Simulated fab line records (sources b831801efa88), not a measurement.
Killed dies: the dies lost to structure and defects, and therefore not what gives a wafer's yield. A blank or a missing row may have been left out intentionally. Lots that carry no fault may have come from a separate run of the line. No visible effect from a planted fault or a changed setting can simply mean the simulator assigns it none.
The tool behind it: which one? | flow gf180mcu | 18 wafers from 6 lots sampled at 2 of the route's 602 steps

== WHAT THE GAUGES SHOWED, per wafer ==
GF_NWELL_TW_MEAS_11.
lot  | measured    | on            | NWELL_TW
L662 | day 4 10:10 | film-metro-04 | 1592 1596 1588
L666 | day 5 07:14 | film-metro-02 | 1566 1557 1558
L669 | day 6 00:47 | film-metro-04 | 1761 1770 1765
L671 | day 6 12:55 | film-metro-01 | 1583 1580 1588
L674 | day 7 05:23 | film-metro-02 | 1560 1560 1566
L678 | day 8 00:32 | film-metro-01 | 1591 1580 1592

== TOOL THAT RAN EACH LOT (tool first, then ch and the chambers of the sampled wafers, then the start) ==
lot  | GF_NWELL_IMPLANT_08
L662 | implanter-02 ch 0, day 4 09:46
L666 | implanter-02 ch 0, day 5 06:50
L669 | implanter-01 ch 0, day 6 00:23
L671 | implanter-04 ch 0, day 6 12:31
L674 | implanter-04 ch 0, day 7 04:59
L678 | implanter-02 ch 0, day 8 00:10
- GF_NWELL_IMPLANT_08

== THE ANSWER, worked out from the rows above alone ==
Rule: what is usual is taken from the lots themselves. Put in order of their means at a reading, lots are off if they are a third of the lots or fewer, leave a main group of 4 or more, and stand apart from it by a gap of 3 or more times the standard deviation of the main group's means; of several such gaps the widest counts. The tables above print the reading to a certain number of digits; a main group whose means all agree to those digits is not used. Also off: a lot with no number at a reading for which 4 or more lots have one. Where the step has rows for the other lots, those lots are counted as sound.
Off: L669, seen at GF_NWELL_TW_MEAS_11 (NWELL_TW). For the main group the mean is 1577 and the standard deviation 13.
A tool fits if, at a process step before that reading, it ran every lot that is off, and no sound lot after the first of them. Those tools and the gauges at GF_NWELL_TW_MEAS_11 are tried in the same way. Can't be told from this: 2 tools fit, implanter-01 at GF_NWELL_IMPLANT_08, film-metro-04 at GF_NWELL_TW_MEAS_11.

== WHAT THE SIMULATOR HAD PUT IN ==
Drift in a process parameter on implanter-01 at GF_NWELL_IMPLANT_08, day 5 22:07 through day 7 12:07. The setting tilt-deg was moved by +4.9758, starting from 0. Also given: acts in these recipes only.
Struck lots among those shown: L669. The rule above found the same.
